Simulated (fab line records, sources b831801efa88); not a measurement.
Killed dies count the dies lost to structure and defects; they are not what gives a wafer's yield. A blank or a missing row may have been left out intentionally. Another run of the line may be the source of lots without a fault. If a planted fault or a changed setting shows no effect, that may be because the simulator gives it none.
Which of the tools did it? + flow gf180mcu + 11 lots, 33 wafers sampled, at 2 steps of a route of 602

== WHAT THE GAUGES READ, wafer by wafer ==
GF_HV_LDD_TW_MEAS_50.
| lot  | measured     | on           | HV_LDD_4_TW |
|------|--------------|--------------|-------------|
| L977 | day 12 11:14 | filmMetro-03 | 572 567 570 |
| L978 | day 12 16:17 | filmMetro-01 | 564 568 569 |
| L979 | day 13 04:32 | filmMetro-03 | 573 573 570 |
| L980 | day 13 13:53 | filmMetro-03 | 566 569 567 |
| L981 | day 13 19:37 | filmMetro-01 | 563 568 566 |
| L982 | day 14 03:13 | filmMetro-01 | 564 567 565 |
| L983 | day 14 07:09 | filmMetro-03 | 571 573 571 |
| L987 | day 15 17:20 | filmMetro-04 | 888 893 892 |
| L986 | day 15 20:50 | filmMetro-01 | 887 893 891 |
| L988 | day 16 02:41 | filmMetro-03 | 899 895 900 |
| L989 | day 16 11:38 | filmMetro-04 | 885 886 888 |

== TOOL THAT RAN EACH LOT (tool first, then ch and the chambers of the sampled wafers, then the start) ==
| lot  | GF_HV_LDD_IMPLANT_48            |
|------|---------------------------------|
| L977 | implanter-04 ch 0, day 12 11:01 |
| L978 | implanter-04 ch 0, day 12 16:03 |
| L979 | implanter-03 ch 0, day 13 04:19 |
| L980 | implanter-04 ch 0, day 13 13:39 |
| L981 | implanter-03 ch 0, day 13 19:22 |
| L982 | implanter-03 ch 0, day 14 03:01 |
| L983 | implanter-04 ch 0, day 14 06:56 |
| L987 | implanter-02 ch 0, day 15 17:05 |
| L986 | implanter-02 ch 0, day 15 20:35 |
| L988 | implanter-03 ch 0, day 16 02:27 |
| L989 | implanter-02 ch 0, day 16 11:20 |
- GF_HV_LDD_IMPLANT_48

== THE ANSWER, worked out from the rows above alone ==
Rule: what is usual is taken from the lots themselves. Put in order of their means at a reading, lots are off if they are a third of the lots or fewer, leave a main group of 4 or more, and stand apart from it by a gap of 3 or more times the standard deviation of the main group's means; of several such gaps the widest counts. If all means in a main group match to the digits the tables above print for the reading, that group is not used. Also off: a lot with no number at a reading for which 4 or more lots have one. The other lots that the step has rows for count as sound.
Nothing can be told from this: no lot is off at any reading shown.

== WHAT THE SIMULATOR HAD INSERTED ==
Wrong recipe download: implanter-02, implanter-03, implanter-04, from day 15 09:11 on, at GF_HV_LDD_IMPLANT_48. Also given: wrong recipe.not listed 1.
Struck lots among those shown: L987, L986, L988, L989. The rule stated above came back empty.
